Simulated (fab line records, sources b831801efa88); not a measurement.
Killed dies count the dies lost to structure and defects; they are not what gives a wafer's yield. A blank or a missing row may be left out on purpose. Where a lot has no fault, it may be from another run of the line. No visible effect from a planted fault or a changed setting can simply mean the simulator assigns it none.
Which tool did it? :: flow gf180mcu :: Sampling: 10 lots, 30 wafers, 3 of 602 route steps

== WHAT EACH GAUGE READ, for each wafer ==
GF_M4_RS_MEAS_05: measures by four-point-probe.
lot: L788
measured: day 22 07:40
on: film_metro-02
M4_ALCU_RS (ohm/sq): 0.0692 0.0691 0.0696

lot: L789
measured: day 22 20:46
on: film_metro-02
M4_ALCU_RS (ohm/sq): 0.0694 0.0692 0.0693

lot: L790
measured: day 23 05:37
on: film_metro-01
M4_ALCU_RS (ohm/sq): 0.0703 0.0698 0.0705

lot: L792
measured: day 23 21:32
on: film_metro-04
M4_ALCU_RS (ohm/sq): 0.0691 0.0692 0.0696

lot: L798
measured: day 26 01:43
on: film_metro-04
M4_ALCU_RS (ohm/sq): 0.0699 0.0699 0.0706

lot: L804
measured: day 27 18:36
on: film_metro-04
M4_ALCU_RS (ohm/sq): 0.0692 0.0695 0.0689

lot: L805
measured: day 28 01:37
on: film_metro-02
M4_ALCU_RS (ohm/sq): 0.0793 0.0795 0.0798 0.0794 0.0794 0.0798

lot: L807
measured: day 28 17:04
on: film_metro-02
M4_ALCU_RS (ohm/sq): 0.0824 0.0825 0.0823 0.0826 0.0826 0.0822

lot: L808
measured: day 28 20:28
on: film_metro-04
M4_ALCU_RS (ohm/sq): 0.0692 0.0691 0.0690

lot: L810
measured: day 29 13:26
on: film_metro-01
M4_ALCU_RS (ohm/sq): 0.0681 0.0682 0.0681

== TOOL THAT RAN EACH LOT (tool first, then ch and the chambers of the sampled wafers, then the start) ==
lot: L788
GF_SAB_ETCH_11: rie_diel-04 ch 0,3, day 14 23:55
GF_M4_SPUTTER_02: pvd_sputter-02, day 22 07:35

lot: L789
GF_SAB_ETCH_11: rie_diel-03 ch 0,1,3, day 15 11:36
GF_M4_SPUTTER_02: pvd_sputter-02, day 22 20:40

lot: L790
GF_SAB_ETCH_11: rie_diel-03 ch 2,3, day 15 20:42
GF_M4_SPUTTER_02: pvd_sputter-01, day 23 05:32

lot: L792
GF_SAB_ETCH_11: rie_diel-04 ch 0,2,3, day 16 11:32
GF_M4_SPUTTER_02: pvd_sputter-03, day 23 21:26

lot: L798
GF_SAB_ETCH_11: rie_diel-02 ch 1,2,3, day 18 20:12
GF_M4_SPUTTER_02: pvd_sputter-02, day 26 01:36

lot: L804
GF_SAB_ETCH_11: rie_diel-03 ch 1,2,3, day 20 18:44
GF_M4_SPUTTER_02: pvd_sputter-01, day 27 18:31

lot: L805
GF_SAB_ETCH_11: rie_diel-02 ch 1,2,3, day 21 06:17
GF_M4_SPUTTER_02: pvd_sputter-01, day 28 01:31

lot: L807
GF_SAB_ETCH_11: rie_diel-02 ch 1,3, day 21 23:03
GF_M4_SPUTTER_02: pvd_sputter-01, day 28 16:56

lot: L808
GF_SAB_ETCH_11: rie_diel-03 ch 1,3, day 22 03:50
GF_M4_SPUTTER_02: pvd_sputter-02, day 28 20:23

lot: L810
GF_SAB_ETCH_11: rie_diel-03 ch 1,2,3, day 23 00:42
GF_M4_SPUTTER_02: pvd_sputter-02, day 29 13:20
- GF_SAB_ETCH_11: etches SiO2 in C4F8/O2/Ar, target depth 55 nm, time 8.5 s.
- GF_M4_SPUTTER_02: material AlCu, target thk 450 nm, time 23.9 s.

== THE ANSWER, worked out from the rows above alone ==
Rule: usual is defined by the lots themselves. The widest of any qualifying gaps counts: lots, ordered by their means at a reading, are off when they make up no more than a third of the lots, leave a main group of 4 or more, and stand apart from it by 3 or more times the standard deviation of that group's means. A main group whose means are all the same, to the digits that the tables above print for the reading, isn't used. Also off: a lot with no number at a reading for which 4 or more lots have one. The other lots that the step has rows for count as sound.
Off: at GF_M4_RS_MEAS_05 (M4_ALCU_RS), L805, L807. Main group: mean 0.0693 ohm/sq, sd 0.0006.
A tool fits if, at a process step before that reading, it ran every lot that is off, and no sound lot after the first of them. Those tools and the gauges at GF_M4_RS_MEAS_05 are tried in the same way. Can't be told from this: 3 tools fit, rie_diel-02 at GF_SAB_ETCH_11, pvd_sputter-01 at GF_M4_SPUTTER_02, film_metro-02 at GF_M4_RS_MEAS_05.

== WHAT THE SIMULATOR HAD INSERTED ==
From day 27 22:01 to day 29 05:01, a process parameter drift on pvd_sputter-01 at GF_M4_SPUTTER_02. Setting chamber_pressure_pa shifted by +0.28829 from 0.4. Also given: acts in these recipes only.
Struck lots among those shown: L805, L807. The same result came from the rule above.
